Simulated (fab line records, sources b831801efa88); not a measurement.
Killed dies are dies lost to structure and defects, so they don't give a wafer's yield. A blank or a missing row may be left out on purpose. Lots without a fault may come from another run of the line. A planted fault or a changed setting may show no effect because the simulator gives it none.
A struck lot beside a sound one | flow sky130 | 30 steps out of a route of 708
Sound: wafers L767.2, L767.3, L767.4. Struck: wafers L763.2, L763.3, L763.5. The cause comes at the end.
At each step with rows: each side's tool, then ch and its chambers, then its first start. Under that, the readings that differ: sound wafers | struck wafers | difference of the means | sigmas: that difference in standard deviations of wafers without a fault.
alike: readings whose means differ by less than 2 such deviations, and words and numbers that are the same on both sides. not compared: withheld readings, readings that some wafer has no value for, bounds like >300 that may hide the same value, and numbers for which the record gives no deviation and whose values overlap.
The two part at a step that has a row with sigmas, a row that says differs or no value, or rows on one side only. Numbers that don't overlap but have no deviation are shown without sigmas and don't part them. A reading that every wafer of one side lacks parts them only if that side has two wafers or more.

SKY_PWDE_STRIP_09: strips in O2/N2.
  sound on plasma_asher-02 ch 0,1, day 8 04:28; struck on plasma_asher-03 ch 0,1, day 7 11:04
  reading               | sound             | struck            | difference | sigmas
  oes_product_au (a.u.) | 0.715 0.717 0.722 | 0.730 0.724 0.729 | +0.010     | +2
  alike: drypump_motor_current_A, strip_time_to_endpoint_s
  not compared: rf_hours_counter_h
SKY_PWDE_TW_MEAS_10:
  sound on film_metro-02, day 8 04:35; struck on film_metro-04, day 7 11:11
  alike: PWDE_TW
then, 7 steps without rows for these wafers: SKY_NWELL_DEHYDRATE_03 (time 60 s); SKY_NWELL_HMDS_04 (prime time 60 s); SKY_NWELL_COAT_05 (resist thk 3000 nm); SKY_NWELL_SOFTBAKE_06; SKY_NWELL_EXPOSE_07 (exposes mask NWM, target cd 840 nm); SKY_NWELL_PEB_08; SKY_NWELL_DEVELOP_09 (develop time 60 s).
SKY_NWELL_OVL_MEAS_10:
  sound on overlay-02, day 9 01:13; struck on overlay-02, day 8 06:22
  alike: NWELL_00_OVL
then, 2 steps without rows for these wafers: SKY_NWELL_IMPLANT_11; SKY_NWELL_IMPLANT_12.
SKY_NWELL_IMPLANT_13:
  sound on implanter-01 ch 0, day 9 01:34; struck on implanter-01 ch 0, day 8 07:02
SKY_NWELL_STRIP_14: strips in O2/N2.
  sound on plasma_asher-02 ch 0,1, day 9 01:41; struck on plasma_asher-01 ch 0,1, day 8 07:09
  alike: drypump_motor_current_A, oes_product_au, strip_time_to_endpoint_s
  not compared: rf_hours_counter_h
SKY_NWELL_TW_MEAS_15:
  sound on film_metro-04, day 9 01:48; struck on film_metro-01, day 8 07:19
  reading  | sound          | struck         | difference | sigmas
  NWELL_TW | 1819 1827 1835 | 1873 1879 1875 | +49        | +2
then, 7 steps without rows for these wafers: SKY_NWELL_DEHYDRATE_16 (time 60 s); SKY_NWELL_HMDS_17 (prime time 60 s); SKY_NWELL_COAT_18 (resist thk 3000 nm); SKY_NWELL_SOFTBAKE_19; SKY_NWELL_EXPOSE_20 (exposes mask NWM COMPLEMENT, target cd 840 nm); SKY_NWELL_PEB_21; SKY_NWELL_DEVELOP_22 (develop time 60 s).
SKY_NWELL_OVL_MEAS_23:
  sound on overlay-02, day 9 23:37; struck on overlay-02, day 9 02:52
  alike: NWELL_01_OVL
then, 1 step without rows for these wafers: SKY_NWELL_IMPLANT_24.
SKY_NWELL_STRIP_25: strips in O2/N2.
  sound on plasma_asher-04 ch 0,1, day 9 23:48; struck on plasma_asher-04 ch 0,1, day 9 03:02
  alike: drypump_motor_current_A, oes_product_au, strip_time_to_endpoint_s
  not compared: rf_hours_counter_h
SKY_NWELL_TW_MEAS_26:
  sound on film_metro-02, day 9 23:55; struck on film_metro-01, day 9 03:09
  alike: NWELL_2_TW
then, 1 step without rows for these wafers: SKY_NWELL_CLEAN_27 (cleans in SC1/SC2, time 150 s).
SKY_NWELL_RTA_28: time 30 s.
  sound on rtp_anneal-02 ch 0, day 10 00:02; struck on rtp_anneal-02 ch 0, day 9 03:16
  alike: lamp_power_pct, ramp_down_c_per_s, wafer_temp_C_max
SKY_NWELL_RS_MEAS_29: measures by four-point-probe.
  sound on film_metro-02, day 10 00:08; struck on film_metro-04, day 9 03:44
  reading           | sound             | struck            | difference | sigmas
  NWELL_RS (ohm/sq) | 623.0 622.8 622.4 | 599.6 600.9 601.9 | -21.9      | -14
-- the record jumps here: 41 days lie between the struck wafers' starts before and after (it left off in module NWELL and takes up again in module PAD_OPEN, whose first step shown is number 708 of the route) --
SKY_PAD_OPEN_PROBE_99:
  sound on prober-02, day 50 06:49; struck on prober-01, day 49 20:38
  reading                                | sound                         | struck                        | difference | sigmas
  model.etest.nfet_16v.r_on_ohm_um       | 1.406e+04 1.412e+04 1.404e+04 | 1.316e+04 1.331e+04 1.338e+04 | -7.900e+02 |
  model.etest.pfet_16v.r_on_ohm_um       | 1.567e+04 1.57e+04 1.568e+04  | 1.588e+04 1.589e+04 1.598e+04 | +2.333e+02 |
  model.etest.pfet_g5v0d10v5.r_on_ohm_um | 4750 4844 4811                | 5027 5160 5107                | +296       |
  model.etest.tip_p_5v.rs_ohm_sq         | 2917 2926 2913                | 3016 3024 3024                | +103       |
  model.etest.pfet_g5v0d10v5.drive_ua_um | 339.8 336.1 333.8             | 314.6 311.8 315.2             | -22.7      |
  model.etest.pfet_01v8_lvt.drive_ua_um  | 175.8 174.8 175.1             | 152.4 150.1 153.2             | -23.3      |
  alike: killed_at_M0_to_M3, killed_at_M4_up, killed_at_contacts, killed_at_front_end, killed_at_other, killed_dies, killed_open, killed_short
  not compared: model.etest.tip_p.rs_ohm_sq, model.etest.pfet_01v8.r_on_ohm_um

WHERE THEY PART
First at SKY_PWDE_STRIP_09; last, within this record, at SKY_NWELL_RS_MEAS_29. Later steps at which nothing parts them and some readings are alike: SKY_PAD_OPEN_PROBE_99.

WHY: what the simulator had put in
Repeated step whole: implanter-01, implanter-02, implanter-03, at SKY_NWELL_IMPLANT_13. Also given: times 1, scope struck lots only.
